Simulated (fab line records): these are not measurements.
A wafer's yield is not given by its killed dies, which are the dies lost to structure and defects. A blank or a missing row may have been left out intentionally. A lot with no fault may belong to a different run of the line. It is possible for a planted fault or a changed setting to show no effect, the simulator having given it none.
The tool behind it: which one? | flow sky130 | 11 lots, 33 wafers sampled, at 5 steps of a route of 708

== WHAT THE GAUGES SHOWED, per wafer ==
SKY_CAP2M_THK_MEAS_04: measures by xrf. Usual: CAP2M_TIN_THK typically reads 201.5 nm, with standard deviation 2.
lot  | measured     | on            | CAP2M_TIN_THK (nm) | flag
L276 | day 39 06:17 | film-metro-03 | 205.9 199.8 206.2  |
L279 | day 40 06:38 | film-metro-02 | 199.6 200.9 200.7  |
L289 | day 43 05:35 | film-metro-03 | 200.5 203.2 200.9  |
L292 | day 44 00:22 | film-metro-03 | 200.8 202.0 201.8  |
L294 | day 44 11:41 | film-metro-02 | 203.5 203.5 201.7  |
L295 | day 45 08:00 | film-metro-03 | 200.8 203.0 200.1  |
L296 | day 45 00:06 | film-metro-02 | 198.2 199.9 203.6  |
L298 | day 46 01:29 | film-metro-02 | 203.0 203.9 203.7  |
L299 | day 46 01:10 | film-metro-03 | 202.0 204.5 203.1  |

SKY_METAL4_CD_MEAS_13: the cd target is 300 nm. Usual: 299.7 nm for cd-nm, sd 1.4.
lot  | measured     | on        | cd-nm (nm)        | flag
L276 | day 41 08:07 | cd-sem-02 | 301.4 300.8 300.1 |
L279 | day 42 06:52 | cd-sem-01 | 299.2 299.0 299.8 |
L289 | day 45 02:20 | cd-sem-02 | 298.8 299.7 299.6 |
L292 | day 45 18:59 | cd-sem-01 | 297.4 297.6 298.7 |
L294 | day 46 05:40 | cd-sem-02 | 301.0 300.1 300.2 |
L295 | day 47 00:19 | cd-sem-01 | 300.2 299.1 299.7 |
L296 | day 46 17:31 | cd-sem-01 | 299.2 299.5 298.6 |
L298 | day 47 18:31 | cd-sem-02 | 299.7 298.1 299.0 |
L299 | day 47 18:08 | cd-sem-02 | 300.7 300.6 301.7 |

== EACH LOT AND THE TOOL THAT RAN IT (in order: tool; ch and the chambers of the sampled wafers; start) ==
lot  | SKY_FIELD_ISO_ETCH_15             | SKY_FIELD_ISO_STRIP_16              | SKY_VIA3_STRIP_16
L276 | rie-diel-04 ch 1,2, day 2 06:32   | plasma-asher-02 ch 0,1, day 2 06:35 | plasma-asher-03 ch 0,1, day 39 04:33
L279 | rie-diel-02 ch 0,1,3, day 2 20:58 | plasma-asher-01 ch 0,1, day 2 21:01 | plasma-asher-03 ch 0,1, day 40 04:54
L287 | rie-diel-04 ch 1,2,3, day 4 14:50 | plasma-asher-01 ch 0,1, day 4 14:53 | -
L288 | rie-diel-03 ch 1,2, day 4 20:41   | plasma-asher-02 ch 0,1, day 4 20:46 | -
L289 | rie-diel-03 ch 1,3, day 4 23:36   | plasma-asher-02 ch 0,1, day 4 23:40 | plasma-asher-03 ch 0,1, day 43 03:52
L292 | rie-diel-03 ch 1,2,3, day 5 15:31 | plasma-asher-03 ch 0,1, day 5 15:34 | plasma-asher-04 ch 0,1, day 43 22:38
L294 | rie-diel-03 ch 0,3, day 6 03:41   | plasma-asher-02 ch 0,1, day 6 03:46 | plasma-asher-02 ch 0,1, day 44 09:58
L295 | rie-diel-03 ch 0,2,3, day 6 09:25 | plasma-asher-02 ch 0,1, day 6 09:28 | plasma-asher-03 ch 1, day 45 06:02
L296 | rie-diel-04 ch 0,2,3, day 6 13:18 | plasma-asher-01 ch 0,1, day 6 13:22 | plasma-asher-02 ch 0,1, day 44 22:23
L298 | rie-diel-04 ch 0,2,3, day 7 01:02 | plasma-asher-01 ch 0,1, day 7 01:05 | plasma-asher-02 ch 0,1, day 45 23:46
L299 | rie-diel-04 ch 0,2, day 7 04:54   | plasma-asher-02 ch 0,1, day 7 04:58 | plasma-asher-04 ch 0,1, day 45 23:24
- SKY_FIELD_ISO_ETCH_15: etches the open film in CHF3/O2, stops on Si, target depth 180 nm, time 72 s.
- SKY_FIELD_ISO_STRIP_16: strips in O2/N2.
- SKY_VIA3_STRIP_16: strips in O2/N2.

== WHAT THE TOOLS THEMSELVES READ (means of the sampled wafers that have a number; where no wafer has one, the mark that the record gives instead) ==
SKY_FIELD_ISO_ETCH_15. Usual: O2_flow_sccm 4.998 sccm, standard deviation 0.016; bias-w 200.0 W, standard deviation 0.58; drypump-motor-current-A 5.7 A, standard deviation 0.48; oes-product-au 0.945 a.u., standard deviation 0.0066; rf-fwd-power-W 595.9 W, standard deviation 2.1; throttle-valve-pct 8.844 %, standard deviation 0.0094.
lot  | tool        | O2_flow_sccm (sccm) | bias-w (W) | drypump-motor-current-A (A) | oes-product-au (a.u.) | rf-fwd-power-W (W) | throttle-valve-pct (%) | flag
L276 | rie-diel-04 | 4.986               | 200.3      | 5.7                         | 0.954                 | 597.8              | 8.847                  |
L279 | rie-diel-02 | 5.002               | 200.1      | 5.6                         | 0.944                 | 595.4              | 8.852                  |
L287 | rie-diel-04 | -                   | -          | -                           | -                     | -                  | -                      | OFF
L288 | rie-diel-03 | -                   | -          | -                           | -                     | -                  | -                      | OFF
L289 | rie-diel-03 | 4.988               | 199.6      | 5.6                         | 0.943                 | 594.3              | 8.850                  |
L292 | rie-diel-03 | 4.984               | 200.1      | 5.7                         | 0.950                 | 597.1              | 8.847                  |
L294 | rie-diel-03 | 5.009               | 199.7      | 5.8                         | 0.954                 | 596.1              | 8.854                  |
L295 | rie-diel-03 | 5.004               | 200.2      | 5.8                         | 0.946                 | 594.0              | 8.844                  |
L296 | rie-diel-04 | 5.005               | 200.1      | 6.1                         | 0.944                 | 595.0              | 8.847                  |
L298 | rie-diel-04 | 4.992               | 199.9      | 6.1                         | 0.950                 | 596.0              | 8.836                  |
L299 | rie-diel-04 | 5.010               | 198.7      | 6.3                         | 0.943                 | 592.3              | 8.842                  |

SKY_FIELD_ISO_STRIP_16. Usual: drypump-motor-current-A 5.7 A, standard deviation 0.49; oes-product-au 0.379 a.u., standard deviation 0.0045; strip-time-to-endpoint-s 3.56 s, standard deviation 0.033.
lot  | tool            | drypump-motor-current-A (A) | oes-product-au (a.u.) | strip-time-to-endpoint-s (s) | flag
L276 | plasma-asher-02 | 6.1                         | 0.381                 | 3.59                         |
L279 | plasma-asher-01 | 5.2                         | 0.381                 | 3.59                         |
L287 | plasma-asher-01 | 5.5                         | 0.448                 | 5.19                         | OFF
L288 | plasma-asher-02 | 6.3                         | 0.444                 | 5.20                         | OFF
L289 | plasma-asher-02 | 6.1                         | 0.373                 | 3.57                         |
L292 | plasma-asher-03 | 5.4                         | 0.378                 | 3.55                         |
L294 | plasma-asher-02 | 6.1                         | 0.380                 | 3.52                         |
L295 | plasma-asher-02 | 6.1                         | 0.382                 | 3.52                         |
L296 | plasma-asher-01 | 5.5                         | 0.377                 | 3.59                         |
L298 | plasma-asher-01 | 5.2                         | 0.381                 | 3.59                         |
L299 | plasma-asher-02 | 6.2                         | 0.379                 | 3.58                         |

SKY_VIA3_STRIP_16. Usual: drypump-motor-current-A 5.6 A, standard deviation 0.5; oes-product-au 0.403 a.u., standard deviation 0.0043; strip-time-to-endpoint-s 4.143 s, standard deviation 0.024.
lot  | tool            | drypump-motor-current-A (A) | oes-product-au (a.u.) | strip-time-to-endpoint-s (s) | flag
L276 | plasma-asher-03 | 5.4                         | 0.401                 | 4.156                        |
L279 | plasma-asher-03 | 5.3                         | 0.401                 | 4.155                        |
L289 | plasma-asher-03 | 5.4                         | 0.399                 | 4.099                        |
L292 | plasma-asher-04 | 5.4                         | 0.404                 | 4.150                        |
L294 | plasma-asher-02 | 6.2                         | 0.404                 | 4.159                        |
L295 | plasma-asher-03 | 5.3                         | 0.406                 | 4.171                        |
L296 | plasma-asher-02 | 6.1                         | 0.402                 | 4.120                        |
L298 | plasma-asher-02 | 6.1                         | 0.402                 | 4.162                        |
L299 | plasma-asher-04 | 5.1                         | 0.406                 | 4.153                        |

== THE ANSWER, worked out from the rows above alone ==
Rule: a lot counts as off when the mean over its wafers that have a number is more than 3 standard deviations away from the usual mean. A lot without any number at a reading at which 4 lots or more have one is off too. Any other lot the step has rows for is counted as sound. First the gauges in route order, then the tools' own readings, where a lot's mean is used as printed above. At the first step where some lot is off, the reading lying furthest off is the one used; lots without a number count as furthest.
Off: L287, L288, at SKY_FIELD_ISO_ETCH_15 (O2_flow_sccm). Without a number there: L287, L288.
A tool fits if, at that step or a process step before it, it ran every lot that is off, and no sound lot after the first of them. Of those tried, none fits.

== WHAT HAD BEEN PUT IN BY THE SIMULATOR ==
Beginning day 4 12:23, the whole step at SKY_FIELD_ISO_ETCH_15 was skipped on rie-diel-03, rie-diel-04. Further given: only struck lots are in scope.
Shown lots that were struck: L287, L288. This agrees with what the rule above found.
